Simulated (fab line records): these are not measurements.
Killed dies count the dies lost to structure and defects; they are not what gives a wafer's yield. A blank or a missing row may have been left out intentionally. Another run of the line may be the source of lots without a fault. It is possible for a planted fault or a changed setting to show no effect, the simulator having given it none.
fab line records + flow sky130
record:
- lots: 13
- wafers: 39
- last-day: 50
route steps=708 shown SONOS_TUNNEL@162 GATE_OXIDE@200 POLY_GATE@229 LDD_N@251 PAD_OPEN@708
lots that met no fault: from a run of the same line without faults
start-h: the number of hours between the record's first day and the start of the first shown wafer of the lot + wait-h: hours since the lot's step before + " unchanged from the row above + L1.1+2: a row that stands for several wafers + - either no value or no given start + * or withheld: withheld + < > ~ a bound
route shown NAME@n: names a module that has steps shown in the file, with the first one's number in the route + usual: average and standard deviation across the fault-free wafers + same: alike in all rows + chamber/n: place in a boat + sites: each site's reading + _std_site: the values' standard deviation + _edge_site: inner sites' mean taken away from outer sites' mean + radius-mm: how far each site lies from the wafer's centre + mask NAME#n: copy n + behind: the most recent tool/chamber to have shaped the wafer + hold: reason for holding the lot/hours on hold/outcome of the hold + device: names the non-switching transistor (n, p or np) + end of line: tests run on the same wafers once the route is complete + for a step that has no rows: nothing shown but its recipe + killed: dies lost to structure and defects at the first sort, not the wafer's yield + map: shows each die of a wafer: x if killed, . if not, _ if none is there
set.NAME: the setting that was run; set.NAME@STEP: the one run at that earlier step + model.NAME: the simulator's own value behind a step, which no gauge read
route steps across a sampled set of lots; one table per step, one row per wafer
services: a tool's chamber out of use, with start hour (start-h, from the record's first day; less than 0 if before it), hours out, and reason
== steps ==
step: SKY_SONOS_TUNNEL_OVL_MEAS_08
usual:
- SONOS_TUNNEL_OVL: -0.8/1.1
| lot.wafer | tool       | chamber | start-h | wait-h | SONOS_TUNNEL_OVL[nm] |
|-----------|------------|---------|---------|--------|----------------------|
| L532.2    | overlay-01 | -       | 241.84  | 0.1    | -1.7                 |
| L532.3    | "          | -       | "       | "      | -0.9                 |
| L532.5    | "          | -       | "       | "      | -0.2                 |
| L533.2    | overlay-01 | -       | 243.49  | 0.1    | -1.0                 |
| L533.4    | "          | -       | "       | "      | -0.9                 |
| L533.5    | "          | -       | "       | "      | -2.1                 |
| L534.1    | overlay-01 | -       | 258.94  | 0.1    | 0.1                  |
| L534.4    | "          | -       | "       | "      | -1.1                 |
| L534.5    | "          | -       | "       | "      | -1.8                 |
| L535.1    | overlay-02 | -       | 280.20  | 0.1    | -1.0                 |
| L535.2    | "          | -       | "       | "      | 0.0                  |
| L535.3    | "          | -       | "       | "      | -1.7                 |
| L536.1    | overlay-01 | -       | 284.49  | 0.1    | -0.3                 |
| L536.3    | "          | -       | "       | "      | -0.2                 |
| L536.6    | "          | -       | "       | "      | -1.7                 |
| L537.3    | overlay-01 | -       | 296.25  | 0.1    | -0.9                 |
| L537.5    | "          | -       | "       | "      | 0.4                  |
| L537.6    | "          | -       | "       | "      | 0.3                  |
| L540.1    | overlay-02 | -       | 312.79  | 0.1    | -0.7                 |
| L540.2    | "          | -       | "       | "      | -0.8                 |
| L540.3    | "          | -       | "       | "      | -1.0                 |
| L545.4    | overlay-01 | -       | 348.84  | 0.1    | -2.1                 |
| L545.5    | "          | -       | "       | "      | -2.5                 |
| L545.6    | "          | -       | "       | "      | -2.4                 |
| L547.2    | overlay-01 | -       | 358.99  | 0.1    | -2.4                 |
| L547.4    | "          | -       | "       | "      | 0.0                  |
| L547.5    | "          | -       | "       | "      | -1.3                 |
| L551.1    | overlay-01 | -       | 401.87  | 0.1    | -2.0                 |
| L551.4    | "          | -       | "       | "      | -2.5                 |
| L551.5    | "          | -       | "       | "      | -1.8                 |
| L553.2    | overlay-02 | -       | 424.60  | 0.1    | -1.9                 |
| L553.5    | "          | -       | "       | "      | 0.6                  |
| L553.6    | "          | -       | "       | "      | -0.1                 |
| L552.1    | overlay-01 | -       | 427.52  | 0.1    | -0.5                 |
| L552.4    | "          | -       | "       | "      | -1.3                 |
| L552.5    | "          | -       | "       | "      | -0.1                 |
| L555.2    | overlay-01 | -       | 433.20  | 0.1    | -0.7                 |
| L555.3    | "          | -       | "       | "      | -0.2                 |
| L555.5    | "          | -       | "       | "      | -1.5                 |
step: SKY_GATE_OXIDE_STRIP_13
recipe:
- chemistry: O2/N2
- power-w: 1400
- pressure-mtorr: 1500
- platen-temp-c: withheld
- o2-flow-sccm: 3000
- n2-flow-sccm: 300
- overash-fraction: 0.5
usual:
- drypump-motor-current-A: 5.7/0.6
- oes-product-au: 0.715/0.0047
- strip-time-to-endpoint-s: 14.19/0.033
| lot.wafer | tool            | chamber | start-h | wait-h | drypump-motor-current-A | oes-product-au | rf-hours-counter-h | strip-time-to-endpoint-s |
|-----------|-----------------|---------|---------|--------|-------------------------|----------------|--------------------|--------------------------|
| L533.2    | plasma-asher-04 | 1       | 299.65  | 0.0    | 5.4                     | 0.714          | 48                 | 14.20                    |
| L533.4    | "               | 1       | "       | "      | 5.4                     | 0.715          | -                  | 14.19                    |
| L533.5    | "               | 1       | "       | "      | 5.4                     | 0.717          | -                  | 14.16                    |
| L532.2    | plasma-asher-03 | 0       | 299.96  | 0.0    | 6.1                     | 0.714          | 16                 | 14.19                    |
| L532.3    | "               | 1       | "       | "      | 5.1                     | 0.717          | -                  | 14.19                    |
| L532.5    | "               | 0       | "       | "      | 6.1                     | 0.717          | -                  | 14.19                    |
| L534.1    | plasma-asher-03 | 1       | 315.89  | 0.0    | 5.1                     | 0.710          | 17                 | 14.15                    |
| L534.4    | "               | 0       | "       | "      | 6.1                     | 0.724          | -                  | 14.14                    |
| L534.5    | "               | 1       | "       | "      | 5.1                     | 0.714          | -                  | 14.12                    |
| L535.1    | plasma-asher-04 | 0       | 340.54  | 0.0    | 6.6                     | 0.715          | 52                 | 14.21                    |
| L535.2    | "               | 1       | "       | "      | 5.4                     | 0.714          | 52                 | 14.20                    |
| L535.3    | "               | 0       | "       | "      | 6.6                     | 0.718          | -                  | 14.21                    |
| L536.1    | plasma-asher-04 | 0       | 343.00  | 0.0    | 6.6                     | 0.717          | 52                 | 14.19                    |
| L536.3    | "               | 0       | "       | "      | 6.6                     | 0.711          | -                  | 14.19                    |
| L536.6    | "               | 1       | "       | "      | 5.4                     | 0.716          | -                  | 14.27                    |
| L537.3    | plasma-asher-03 | 1       | 359.97  | 0.0    | 5.1                     | 0.718          | -                  | 14.15                    |
| L537.5    | "               | 1       | "       | "      | 5.1                     | 0.712          | -                  | 14.18                    |
| L537.6    | "               | 0       | "       | "      | 6.1                     | 0.718          | -                  | 14.21                    |
| L540.1    | plasma-asher-04 | 1       | 374.76  | 0.0    | 5.4                     | 0.717          | 55                 | 14.15                    |
| L540.2    | "               | 0       | "       | "      | 6.6                     | 0.714          | 55                 | 14.21                    |
| L540.3    | "               | 1       | "       | "      | 5.4                     | 0.710          | -                  | 14.19                    |
| L545.4    | plasma-asher-01 | 1       | 416.77  | 0.0    | 4.9                     | 0.712          | -                  | 14.20                    |
| L545.5    | "               | 0       | "       | "      | 5.6                     | 0.726          | -                  | 14.19                    |
| L545.6    | "               | 1       | "       | "      | 5.0                     | 0.718          | -                  | 14.16                    |
| L547.2    | plasma-asher-03 | 0       | 425.34  | 0.0    | 6.1                     | 0.722          | 28                 | 14.20                    |
| L547.4    | "               | 1       | "       | "      | 5.1                     | 0.721          | -                  | 14.17                    |
| L547.5    | "               | 0       | "       | "      | 6.1                     | 0.703          | -                  | 14.14                    |
| L551.1    | plasma-asher-04 | 1       | 470.75  | 0.0    | 5.4                     | 0.718          | 65                 | 14.17                    |
| L551.4    | "               | 0       | "       | "      | 6.5                     | 0.719          | -                  | 14.20                    |
| L551.5    | "               | 1       | "       | "      | 5.4                     | 0.714          | -                  | 14.15                    |
| L553.2    | plasma-asher-03 | 1       | 500.41  | 0.0    | 5.1                     | 0.710          | 36                 | 14.19                    |
| L553.5    | "               | 1       | "       | "      | 5.1                     | 0.719          | -                  | 14.19                    |
| L553.6    | "               | 0       | "       | "      | 6.1                     | 0.714          | -                  | 14.23                    |
| L552.1    | plasma-asher-01 | 0       | 500.47  | 0.0    | 5.7                     | 0.713          | 7                  | 14.18                    |
| L552.4    | "               | 1       | "       | "      | 5.0                     | 0.711          | -                  | 14.23                    |
| L552.5    | "               | 1       | "       | "      | 5.0                     | 0.717          | -                  | 14.23                    |
| L555.2    | plasma-asher-04 | 0       | 504.59  | 0.0    | 6.6                     | 0.724          | 68                 | 14.17                    |
| L555.3    | "               | 1       | "       | "      | 5.4                     | 0.721          | -                  | 14.20                    |
| L555.5    | "               | 0       | "       | "      | 6.6                     | 0.715          | -                  | 14.19                    |
step: SKY_POLY_GATE_ETCH_15
recipe:
- chemistry: N2/H2
- target: BARC
- ion-energy-ev: 200
- source-w: 500
- bias-w: 100
- pressure-mtorr: 30
- n2-flow-sccm: 100
- h2-flow-sccm: 200
- stop-on: SiO2
- time-s: 118.5
- target-depth-a: 1100
usual:
- drypump-motor-current-A: 5.6/0.51
- oes-product-au: 0.716/0.0047
- throttle-valve-pct: 13.213/0.0089
| lot.wafer | tool        | chamber | start-h | wait-h | drypump-motor-current-A | oes-product-au | rf-hours-counter-h | throttle-valve-pct |
|-----------|-------------|---------|---------|--------|-------------------------|----------------|--------------------|--------------------|
| L533.2    | rie-diel-02 | 3       | 362.71  | 0.0    | 5.7                     | 0.724          | 105                | 13.210             |
| L533.4    | "           | 2       | "       | "      | 6.2                     | 0.709          | 82                 | 13.219             |
| L533.5    | "           | 2       | "       | "      | 6.2                     | 0.708          | -                  | 13.217             |
| L532.2    | rie-diel-01 | 2       | 363.92  | 0.0    | 5.5                     | 0.718          | 94                 | 13.222             |
| L532.3    | "           | 0       | "       | "      | 5.5                     | 0.714          | 58                 | 13.222             |
| L532.5    | "           | 2       | "       | "      | 5.5                     | 0.715          | -                  | 13.217             |
| L534.1    | rie-diel-02 | 2       | 377.93  | 0.0    | 6.2                     | 0.712          | 83                 | 13.209             |
| L534.4    | "           | 1       | "       | "      | 5.2                     | 0.715          | 50                 | 13.217             |
| L534.5    | "           | 1       | "       | "      | 5.3                     | 0.717          | -                  | 13.222             |
| L535.1    | rie-diel-01 | 1       | 402.77  | 0.0    | 5.0                     | 0.723          | 36                 | 13.207             |
| L535.2    | "           | 0       | "       | "      | 5.5                     | 0.716          | 59                 | 13.203             |
| L535.3    | "           | 3       | "       | "      | 6.2                     | 0.715          | 15                 | 13.189             |
| L536.1    | rie-diel-01 | 0       | 405.52  | 0.0    | 5.5                     | 0.718          | 59                 | 13.207             |
| L536.3    | "           | 3       | "       | "      | 6.2                     | 0.713          | 15                 | 13.215             |
| L536.6    | "           | 2       | "       | "      | 5.5                     | 0.712          | -                  | 13.213             |
| L537.3    | rie-diel-03 | 2       | 424.33  | 0.0    | 5.1                     | 0.719          | 98                 | 13.227             |
| L537.5    | "           | 1       | "       | "      | 5.6                     | 0.718          | -                  | 13.222             |
| L537.6    | "           | 2       | "       | "      | 5.1                     | 0.715          | -                  | 13.213             |
| L540.1    | rie-diel-03 | 1       | 438.28  | 0.0    | 5.5                     | 0.716          | 103                | 13.196             |
| L540.2    | "           | 0       | "       | "      | 6.7                     | 0.711          | 13                 | 13.205             |
| L540.3    | "           | 2       | "       | "      | 5.1                     | 0.712          | 99                 | 13.205             |
| L545.4    | rie-diel-03 | 1       | 486.16  | 0.0    | 5.5                     | 0.718          | 0                  | 13.204             |
| L545.5    | "           | 1       | "       | "      | 5.5                     | 0.724          | -                  | 13.230             |
| L545.6    | "           | 0       | "       | "      | 6.6                     | 0.715          | -                  | 13.203             |
| L547.2    | rie-diel-02 | 3       | 495.11  | 0.0    | 5.7                     | 0.712          | 1                  | 13.218             |
| L547.4    | "           | 2       | "       | "      | 6.2                     | 0.721          | 85                 | 13.225             |
| L547.5    | "           | 0       | "       | "      | 5.0                     | 0.715          | -                  | 13.209             |
| L551.1    | rie-diel-01 | 3       | 554.62  | 0.0    | 6.2                     | 0.726          | 18                 | 13.213             |
| L551.4    | "           | 2       | "       | "      | 5.5                     | 0.718          | 1                  | 13.212             |
| L551.5    | "           | 2       | "       | "      | 5.5                     | 0.724          | -                  | 13.202             |
| L553.2    | rie-diel-02 | 3       | 566.11  | 0.0    | 5.7                     | 0.722          | 2                  | 13.226             |
| L553.5    | "           | 1       | "       | "      | 5.3                     | 0.714          | -                  | 13.226             |
| L553.6    | "           | 3       | "       | "      | 5.7                     | 0.715          | -                  | 13.212             |
| L552.1    | rie-diel-01 | 2       | 567.06  | 0.0    | 5.4                     | 0.714          | 2                  | 13.219             |
| L552.4    | "           | 0       | "       | "      | 5.6                     | 0.718          | 62                 | 13.211             |
| L552.5    | "           | 0       | "       | "      | 5.6                     | 0.722          | -                  | 13.205             |
| L555.2    | rie-diel-02 | 0       | 571.37  | 0.0    | 5.0                     | 0.716          | 82                 | 13.204             |
| L555.3    | "           | 1       | "       | "      | 5.2                     | 0.716          | 54                 | 13.214             |
| L555.5    | "           | 1       | "       | "      | 5.2                     | 0.712          | -                  | 13.224             |
step: SKY_LDD_N_IMPLANT_14
recipe:
- species: BF2
- energy-kev: 50
- dose-cm2: 5e+12
- tilt-deg: 30
- rotation-deg: 180
usual:
- dose-ions-cm2: 5e+12/5.1e+09
- faraday-current-uA: 28.1/0.59
| lot.wafer | tool         | chamber | start-h | wait-h | dose-ions-cm2 | faraday-current-uA |
|-----------|--------------|---------|---------|--------|---------------|--------------------|
| L533.2    | implanter-02 | 0       | 395.57  | 0.1    | 4.998e+12     | 28.4               |
| L533.4    | "            | 0       | "       | "      | 5.003e+12     | 27.5               |
| L533.5    | "            | 0       | "       | "      | 4.998e+12     | 27.6               |
| L532.2    | implanter-01 | 0       | 395.87  | 0.1    | 5.004e+12     | 26.9               |
| L532.3    | "            | 0       | "       | "      | 4.996e+12     | 28.2               |
| L532.5    | "            | 0       | "       | "      | 5e+12         | 27.7               |
| L534.1    | implanter-01 | 0       | 413.65  | 0.1    | 5.005e+12     | 27.9               |
| L534.4    | "            | 0       | "       | "      | 5.003e+12     | 28.8               |
| L534.5    | "            | 0       | "       | "      | 4.999e+12     | 27.8               |
| L535.1    | implanter-01 | 0       | 436.50  | 0.1    | 5.003e+12     | 28.5               |
| L535.2    | "            | 0       | "       | "      | 5.001e+12     | 27.3               |
| L535.3    | "            | 0       | "       | "      | 5.004e+12     | 29.1               |
| L536.1    | implanter-03 | 0       | 442.55  | 0.1    | 5.006e+12     | 27.8               |
| L536.3    | "            | 0       | "       | "      | 5.001e+12     | 28.6               |
| L536.6    | "            | 0       | "       | "      | 5.01e+12      | 28.6               |
| L537.3    | implanter-01 | 0       | 458.62  | 0.1    | 5.007e+12     | 28.5               |
| L537.5    | "            | 0       | "       | "      | 5.001e+12     | 28.7               |
| L537.6    | "            | 0       | "       | "      | 5.007e+12     | 28.6               |
| L540.1    | implanter-02 | 0       | 471.86  | 0.1    | 4.995e+12     | 27.8               |
| L540.2    | "            | 0       | "       | "      | 4.997e+12     | 27.7               |
| L540.3    | "            | 0       | "       | "      | 5.005e+12     | 28.5               |
| L545.4    | implanter-02 | 0       | 519.77  | 0.1    | 7.173e+12     | 40.2               |
| L545.5    | "            | 0       | "       | "      | 7.163e+12     | 40.7               |
| L545.6    | "            | 0       | "       | "      | 7.17e+12      | 41.0               |
| L547.2    | implanter-02 | 0       | 528.18  | 0.1    | 7.16e+12      | 40.8               |
| L547.4    | "            | 0       | "       | "      | 7.169e+12     | 39.9               |
| L547.5    | "            | 0       | "       | "      | 7.167e+12     | 40.9               |
| L551.1    | implanter-01 | 0       | 586.60  | 0.1    | 4.998e+12     | 28.1               |
| L551.4    | "            | 0       | "       | "      | 5.002e+12     | 27.7               |
| L551.5    | "            | 0       | "       | "      | 5.004e+12     | 27.7               |
| L553.2    | implanter-01 | 0       | 598.63  | 0.1    | 4.999e+12     | 28.5               |
| L553.5    | "            | 0       | "       | "      | 4.996e+12     | 29.4               |
| L553.6    | "            | 0       | "       | "      | 4.998e+12     | 27.6               |
| L552.1    | implanter-02 | 0       | 598.70  | 0.1    | 4.996e+12     | 27.9               |
| L552.4    | "            | 0       | "       | "      | 5.005e+12     | 28.8               |
| L552.5    | "            | 0       | "       | "      | 4.996e+12     | 28.9               |
| L555.2    | implanter-02 | 0       | 603.17  | 0.1    | 5.002e+12     | 29.0               |
| L555.3    | "            | 0       | "       | "      | 5.01e+12      | 28.0               |
| L555.5    | "            | 0       | "       | "      | 5e+12         | 28.9               |
step: SKY_PAD_OPEN_PROBE_99
usual:
- killed_at_M0_to_M3: 43/6.6
- killed_at_M4_up: 3.0/1.8
- killed-at-contacts: 24/5.1
- killed-at-front-end: 16/4.5
- killed-at-other: 0.3/0.67
- killed-dies: 86/9.3
- killed-open: 47/6.9
- killed-short: 39/6.6
same:
- gross-dies: 492
- killed-at-back-side: 0
| lot.wafer | tool      | chamber | start-h | wait-h | killed_at_M0_to_M3 | killed_at_M4_up | killed-at-contacts | killed-at-front-end | killed-at-other | killed-dies | killed-open | killed-short |
|-----------|-----------|---------|---------|--------|--------------------|-----------------|--------------------|---------------------|-----------------|-------------|-------------|--------------|
| L553.2    | prober-02 | -       | 1192.48 | 0.1    | 40                 | 5               | 26                 | 9                   | 3               | 83          | 44          | 39           |
| L553.5    | prober-02 | -       | 1192.63 | 0.2    | 49                 | 2               | 24                 | 9                   | 0               | 84          | 46          | 38           |
| L553.6    | prober-02 | -       | 1192.68 | 0.2    | 40                 | 2               | 19                 | 17                  | 1               | 79          | 44          | 34           |
| L552.1    | prober-02 | -       | 1195.13 | 0.1    | 46                 | 2               | 22                 | 24                  | 0               | 94          | 58          | 35           |
| L552.4    | prober-02 | -       | 1195.28 | 0.2    | 41                 | 1               | 20                 | 19                  | 0               | 81          | 29          | 51           |
| L552.5    | prober-02 | -       | 1195.33 | 0.2    | 42                 | 0               | 22                 | 16                  | 0               | 80          | 41          | 39           |
| L555.5    | prober-02 | -       | 1198.10 | 0.2    | 40                 | 2               | 33                 | 13                  | 0               | 88          | 45          | 43           |
killed by level:class
L553.2 CONTACT:geometric-particle:open=9 LI_CONTACT:geometric-particle:open=8 VIA1:geometric-particle:open=8 VIA3:geometric-particle:open=6 VIA2:geometric-particle:short=5 VIA2:geometric-particle:open=5 METAL4:geometric-particle:short=5 METAL1:geometric-particle:short=4
L553.5 VIA3:geometric-particle:open=16 VIA1:geometric-particle:open=9 VIA3:geometric-particle:short=8 LOCAL_INTERCONNECT:geometric-particle:short=6 CONTACT:geometric-particle:open=6 CONTACT:geometric-particle:short=5 VIA1:geometric-particle:short=4 LI_CONTACT:geometric-particle:short=3
L553.6 VIA1:geometric-particle:open=11 CONTACT:geometric-particle:open=8 FIELD_ISO:geometric-particle:short=6 VIA2:geometric-particle:open=5 POLY_GATE:geometric-particle:short=4 LI_CONTACT:geometric-particle:short=4 VIA3:geometric-particle:open=4 LI_CONTACT:geometric-particle:open=3
L552.1 CONTACT:geometric-particle:open=13 VIA2:geometric-particle:open=10 VIA1:geometric-particle:open=8 FIELD_ISO:geometric-particle:open=7 POLY_GATE:geometric-particle:open=7 METAL2:geometric-particle:short=7 FIELD_ISO:geometric-particle:short=6 VIA1:geometric-particle:short=5
L552.4 METAL2:geometric-particle:short=13 VIA2:geometric-particle:open=8 LOCAL_INTERCONNECT:geometric-particle:short=7 FIELD_ISO:geometric-particle:short=6 CONTACT:geometric-particle:short=6 METAL1:geometric-particle:short=5 POLY_GATE:geometric-particle:open=4 CONTACT:geometric-particle:open=4
L552.5 CONTACT:geometric-particle:open=10 VIA1:geometric-particle:short=6 VIA2:geometric-particle:short=6 VIA1:geometric-particle:open=5 VIA3:geometric-particle:open=5 FIELD_ISO:geometric-particle:open=4 LI_CONTACT:geometric-particle:open=4 LI_CONTACT:geometric-particle:short=4
L555.5 CONTACT:geometric-particle:open=11 CONTACT:geometric-particle:short=8 VIA1:geometric-particle:open=6 LI_CONTACT:geometric-particle:open=6 LOCAL_INTERCONNECT:geometric-particle:short=5 METAL1:geometric-particle:open=5 VIA1:geometric-particle:short=5 VIA2:geometric-particle:short=5
== services ==
| tool            | chamber | start-h | hours | kind   |
|-----------------|---------|---------|-------|--------|
| rie-diel-01     | 1       | 276.81  | 2.4   | repair |
| rie-diel-02     | -       | 280.58  | 14.6  | pm     |
| implanter-02    | -       | 284.78  | 3.5   | repair |
| rie-diel-03     | 1       | 300.88  | 4.1   | repair |
| plasma-asher-04 | -       | 323.06  | 2.0   | repair |
| rie-diel-01     | 0       | 323.86  | 6.7   | repair |
| implanter-02    | -       | 328.57  | 2.3   | repair |
| implanter-01    | -       | 333.38  | 3.3   | pm     |
| rie-diel-01     | 2       | 349.04  | 5.6   | repair |
| implanter-02    | -       | 355.50  | 4.1   | pm     |
| implanter-01    | -       | 356.40  | 1.5   | repair |
| plasma-asher-01 | -       | 402.99  | 1.4   | repair |
| rie-diel-01     | -       | 406.00  | 0.1   | repair |
| rie-diel-02     | 1       | 408.44  | 15.8  | repair |
| plasma-asher-04 | -       | 413.49  | 8.0   | repair |
| plasma-asher-01 | -       | 421.25  | 9.0   | pm     |
| rie-diel-03     | 1       | 450.32  | 4.8   | repair |
| implanter-02    | -       | 454.38  | 13.7  | pm     |
| implanter-01    | -       | 484.08  | 1.9   | repair |
| rie-diel-03     | 2       | 486.60  | 5.2   | repair |
| rie-diel-02     | 2       | 500.01  | 72.1  | repair |
| rie-diel-01     | 1       | 507.38  | 44.2  | repair |
| rie-diel-02     | -       | 516.80  | 2.8   | pm     |
| rie-diel-03     | -       | 530.21  | 0.3   | repair |
== key ==
first-sign:
- step: SKY_LDD_N_IMPLANT_14
- reading: dose-ions-cm2
- direction: up
- sigmas: 99+
- usual: *
- struck: *
effect:
- step: SKY_LDD_N_IMPLANT_14
- reading: faraday-current-uA
- direction: up
- sigmas: 21
- usual: 28.1
- struck: 40.6
met-at SKY_LDD_N_IMPLANT_14
struck-lots L545,L547
tester-left-out L545,L547
not-acting-at SKY_SONOS_TUNNEL_OVL_MEAS_08,SKY_GATE_OXIDE_STRIP_13,SKY_POLY_GATE_ETCH_15
onset-between 471.86 519.77
fault:
- kind: process-parameter-drift
- tool: implanter-02
- chamber: -
- onset-h: 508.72
- steps: SKY_LDD_N_IMPLANT_14
- channel: dose-cm2
- offset: *
- shape: step
- end-h: 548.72
- acts-in: *
- stated: *
tester-left-out: of these lots the tester's yield and bins aren't shown, on N5 and GAA mostly nor the transistor test; their killed dies are dies lost to structure and defects alone, not to doping, threshold or leakage, so they don't give the yield
